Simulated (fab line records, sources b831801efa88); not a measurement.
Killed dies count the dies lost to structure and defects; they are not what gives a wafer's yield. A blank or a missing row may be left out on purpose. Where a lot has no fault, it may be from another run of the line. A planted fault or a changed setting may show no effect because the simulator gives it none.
Comparing a struck lot with a sound one    flow sky130    20 out of 708 route steps
Sound: the wafers L229.4, L229.5, L229.6. Wafers L248.1, L248.2, L248.3 were the ones struck. Last of all comes the cause.
For every step that has rows: the tool of each side, followed by ch and its chambers, followed by its first start. Under that, the readings that differ: sound wafers    struck wafers    difference of the means    sigmas: that difference in standard deviations of wafers without a fault.
alike: same words and numbers on both sides, and readings whose means sit less than 2 such deviations apart. not compared: any withheld reading, any reading some wafer has no value for, any bound like >300 that may hide the same value, and any number with overlapping values for which the record gives no deviation.
A row with sigmas, a row that says differs or no value, or rows on one side alone: a step with any of these is where the two part. When numbers do not overlap yet have no deviation, they are printed without sigmas and do not part them. Lack of a reading on every wafer of one side parts them only where that side has two or more wafers.

SKY_RES_XHIGH_STRIP_08: strips in O2/N2.
  sound on plasmaAsher-02 ch 0,1, day 27 20:22; struck on plasmaAsher-01 ch 0,1, day 33 15:08
reading                   sound        struck       difference  sigmas
drypumpMotorCurrentA (A)  6.4 6.4 5.4  5.3 5.4 5.3  -0.7        -2
  alike: oesProductAu, stripTimeToEndpointS
  not compared: rfHoursCounterH
SKY_RES_XHIGH_TW_MEAS_09:
  sound on filmMetro-02 at day 27 20:28; struck on filmMetro-02 at day 33 15:14
  alike: RES_XHIGH_TW
then, 7 steps without rows for these wafers: SKY_SD_N_DEHYDRATE_00 (time 60 s); SKY_SD_N_HMDS_01 (prime time 60 s); SKY_SD_N_COAT_02 (resist thk 1140 nm); SKY_SD_N_SOFTBAKE_03 (time 60 s); SKY_SD_N_EXPOSE_04 (exposes mask NSDM, target cd 380 nm); SKY_SD_N_PEB_05; SKY_SD_N_DEVELOP_06 (develop time 60 s).
SKY_SD_N_CD_MEAS_07: target cd 380 nm.
  sound on cdSem-01 at day 29 00:37; struck on cdSem-01 at day 34 18:23
  alike: cdNm
SKY_SD_N_OVL_MEAS_08:
  sound on overlay-01 at day 29 00:42; struck on overlay-01 at day 34 18:30
  alike: SD_N_OVL
then, 1 step without rows for these wafers: SKY_SD_N_IMPLANT_09.
SKY_SD_N_IMPLANT_10:
  sound on implanter-02 ch 0, day 29 00:57; struck on implanter-01 ch 0, day 34 18:41
reading           sound                          struck                        difference  sigmas
doseIonsCm2       9.989e+13 9.986e+13 9.988e+13  3.672e+13 3.668e+13 3.67e+13  -6.318e+13  -99 or more
faradayCurrentUA  559 558 541                    202 201 212                   -348        -11
  alike: endStationPressureTorr
SKY_SD_N_STRIP_11: strips in O2/N2.
  sound on plasmaAsher-03 ch 0,1, day 29 01:03; struck on plasmaAsher-02 ch 0,1, day 34 18:50
  alike: drypumpMotorCurrentA, oesProductAu, stripTimeToEndpointS
  not compared: rfHoursCounterH
SKY_SD_N_TW_MEAS_12:
  sound on filmMetro-04 at day 29 01:09; struck on filmMetro-02 at day 34 18:56
reading  sound           struck          difference  sigmas
SD_N_TW  3941 3967 3964  3920 3903 3898  -50         -2
then, 1 step without rows for these wafers: SKY_SD_N_CLEAN_13 (cleans in SC1/SC2, time 150 s).
SKY_SD_N_RTA_14: time 2 s.
  sound on rtpAnneal-02 ch 0, day 29 01:16; struck on rtpAnneal-01 ch 0, day 34 19:03
  alike: chamberO2Ppm, lampPowerPct, wafer_temp_C_max
SKY_SD_N_RS_MEAS_16: a four-point-probe measurement.
  sound on filmMetro-02 at day 29 01:28; struck on filmMetro-01 at day 34 19:13
reading           sound              struck             difference  sigmas
SD_N_RS (ohm/sq)  68.63 68.56 68.62  70.13 70.09 69.92  +1.44       +14
SKY_SD_N_RS_MEAS_17: a four-point-probe measurement.
  sound on filmMetro-02 at day 29 01:35; struck on filmMetro-01 at day 34 19:20
  alike: SD_P_RS
-- record jumps: 16 days separate the struck wafers' starts on either side; left off in module SD_N, taken up again in module PAD_OPEN, whose first shown step is the route's number 708 --
SKY_PAD_OPEN_PROBE_99:
  sound on prober-02 at day 46 16:00; struck on prober-01 at day 50 16:02
  alike: killed_at_M0_to_M3, killed_at_M4_up, killedAtContacts, killedAtFrontEnd, killedDies, killedOpen, killedShort

== WHERE THEY PART ==
First at SKY_RES_XHIGH_STRIP_08; last, within this record, at SKY_SD_N_RS_MEAS_16. Later steps at which nothing parts them and some readings are alike: SKY_SD_N_RS_MEAS_17, SKY_PAD_OPEN_PROBE_99.

WHY: whatever the simulator had introduced
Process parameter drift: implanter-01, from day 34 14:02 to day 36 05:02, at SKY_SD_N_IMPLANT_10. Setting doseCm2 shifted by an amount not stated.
